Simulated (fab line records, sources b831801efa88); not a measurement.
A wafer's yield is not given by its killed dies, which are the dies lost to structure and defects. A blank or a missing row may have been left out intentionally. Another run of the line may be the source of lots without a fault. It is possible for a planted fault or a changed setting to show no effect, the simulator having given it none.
Struck lot and sound lot, side by side    flow sky130    15 out of 708 route steps
Sound: these wafers, L184.1, L184.3, L184.6. Struck: wafer L198.3 (left out: L198.2, L198.4 of the same lot, which were not struck); the cause appears at the end.
At each step with rows: each side's tool, then ch and its chambers, then its first start. Under that, the readings that differ: sound wafers    struck wafers    difference of the means    sigmas: that difference in standard deviations of wafers without a fault.
alike: same words and numbers on both sides, and readings whose means sit less than 2 such deviations apart. not compared: any withheld reading, any reading some wafer has no value for, any bound like >300 that may hide the same value, and any number with overlapping values for which the record gives no deviation.
The two part at a step that has a row with sigmas, a row that says differs or no value, or rows on one side only. When numbers do not overlap yet have no deviation, they are printed without sigmas and do not part them. A reading missing from all wafers of one side parts the sides only when that side holds two or more wafers.

first, 7 steps without rows for these wafers: SKY_METAL2_HMDS_08 (prime time 60 s); SKY_METAL2_COAT_09 (resist thk 60 nm); SKY_METAL2_COAT_10 (resist thk 450 nm); SKY_METAL2_SOFTBAKE_11 (time 90 s); SKY_METAL2_EXPOSE_12 (exposes mask MM2, target cd 140 nm); SKY_METAL2_PEB_13; SKY_METAL2_DEVELOP_14 (develop time 57.26 s).
SKY_METAL2_CD_MEAS_15: the cd target is 140 nm.
  sound on cdSem-02 at day 35 03:01; struck on cdSem-01 at day 40 00:10
  alike: cdNm
SKY_METAL2_OVL_MEAS_16:
  sound on overlay-02 at day 35 03:08; struck on overlay-02 at day 40 00:16
  alike: METAL2_OVL
SKY_METAL2_DESCUM_17: chemistry O2, time 8 s.
  sound on rieMetal-02 ch 0,1, day 35 03:10; struck on rieMetal-03 ch 1, day 40 00:18
  alike: drypumpMotorCurrentA, oesProductAu
  not compared: rfHoursCounterH
SKY_METAL2_ETCH_18: etches BARC in N2/H2, stops on SiO2, time 45.9 s, target depth 60 nm.
  sound on rieMetal-02 ch 0,1, day 35 03:12; struck on rieMetal-03 ch 1, day 40 00:20
  alike: drypumpMotorCurrentA, h2FlowSccm, oesProductAu, throttleValvePct
  not compared: rfHoursCounterH
SKY_METAL2_METAL_ETCH_19: etches the open film in Cl2/BCl3, stops on SiO2, target depth 360 nm, time 78 s.
  sound on rieMetal-02 ch 0,1, day 35 03:16; struck on rieMetal-03 ch 1, day 40 00:24
  alike: bcl3FlowSccm, drypumpMotorCurrentA, oesProductAu, throttleValvePct
  not compared: rfHoursCounterH
SKY_METAL2_STRIP_20: strips in O2/N2.
  sound on plasmaAsher-01 ch 0,1, day 35 03:21; struck on plasmaAsher-03 ch 1, day 40 00:29
reading          sound        struck  difference  sigmas
overashFraction  0.5 0.5 0.5  0.7     +0.2        
  alike: drypumpMotorCurrentA, oesProductAu, stripTimeToEndpointS
  not compared: rfHoursCounterH
then, 1 step without rows for these wafers: SKY_METAL2_STRIP_21 (strips in post etch residue remover, time 1200 s).
-- the record jumps here: 9 days lie between the struck wafers' starts before and after (it left off in module METAL2 and takes up again in module PAD_OPEN, whose first step shown is number 708 of the route) --
SKY_PAD_OPEN_PROBE_99:
  sound on prober-01 at day 45 16:46; struck on prober-01 at day 49 10:27
reading                  sound           struck  difference  sigmas
killedAtFrontEnd         19 20 22        7       -13         -3
sort_bin_5_function (%)  11.4 11.4 14.2  9.3     -3.0        -2
  alike: defectLimitedYield, killed_at_M0_to_M3, killed_at_M4_up, killedAtContacts, killedAtOther, killedDies, killedOpen, killedShort, sort_bin_3_pad_short, sort_bin_6_memory, sortNPass, sortYieldPct

== WHERE THEY PART ==
Only at SKY_PAD_OPEN_PROBE_99, as far as this record shows.

WHY: what had been put in by the simulator
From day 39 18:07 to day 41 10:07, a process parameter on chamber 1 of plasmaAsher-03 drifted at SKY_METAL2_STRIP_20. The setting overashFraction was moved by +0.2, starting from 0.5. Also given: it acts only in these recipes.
